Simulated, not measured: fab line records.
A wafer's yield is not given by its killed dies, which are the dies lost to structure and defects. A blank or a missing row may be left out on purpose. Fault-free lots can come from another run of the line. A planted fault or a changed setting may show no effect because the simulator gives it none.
Chamber matching -- flow sfqLine -- SFQ_TRILAYER_I1_VIA_ETCH_VIA_ETCH_052 on rieDiel-03: 4 sister chambers
The step etches SiO2 in CHF3, stops on Nb, target depth 260 nm. 4 wafers are shown with their chamber, then 7 later ones without.

## WAFERS, EACH WITH ITS CHAMBER
wafer,chamber,rfFwdPowerW (W)
L637.3,1,501.4
L637.5,2,501.1
L640.1,0,496.8
L640.3,3,495.8

## WAFERS WITHOUT THEIR CHAMBER
wafer,rfFwdPowerW (W)
L640.6,498.9
L643.2,497.8
L643.5,497.0
L643.6,499.2
L652.1,498.8
L652.4,497.5
L652.5,496.6

## EACH ONE'S CHAMBER
wafer,from the rows above,in truth
L640.6,can't be placed: 0 or 2 or 1 or 3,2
L643.2,can't be placed: 0 or 3 or 2 or 1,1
L643.5,can't be placed: 0 or 3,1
L643.6,can't be placed: 2 or 1 or 0 or 3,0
L652.1,can't be placed: 0 or 2 or 1 or 3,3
L652.4,can't be placed: 0 or 3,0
L652.5,can't be placed: 0 or 3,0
Placed correctly: 0 of 7. These rows do not allow placing 7 (true chamber among the candidates in 6). 0 placed wrongly.
How it was worked out, from the rows above alone: a wafer's distance from a chamber is the root of the sum, over the readings, of the square of ((its reading less the chamber's mean) divided by the reading's scatter). If the next closest chamber is less than 2 further off than the closest, the wafer can't be placed; otherwise it belongs to the closest. The mean given for a chamber averages the wafers shown for that chamber. The scatter (one wafer shown for each chamber): square how far every hidden wafer sits from the nearest shown wafer, average those squares and take the square root.
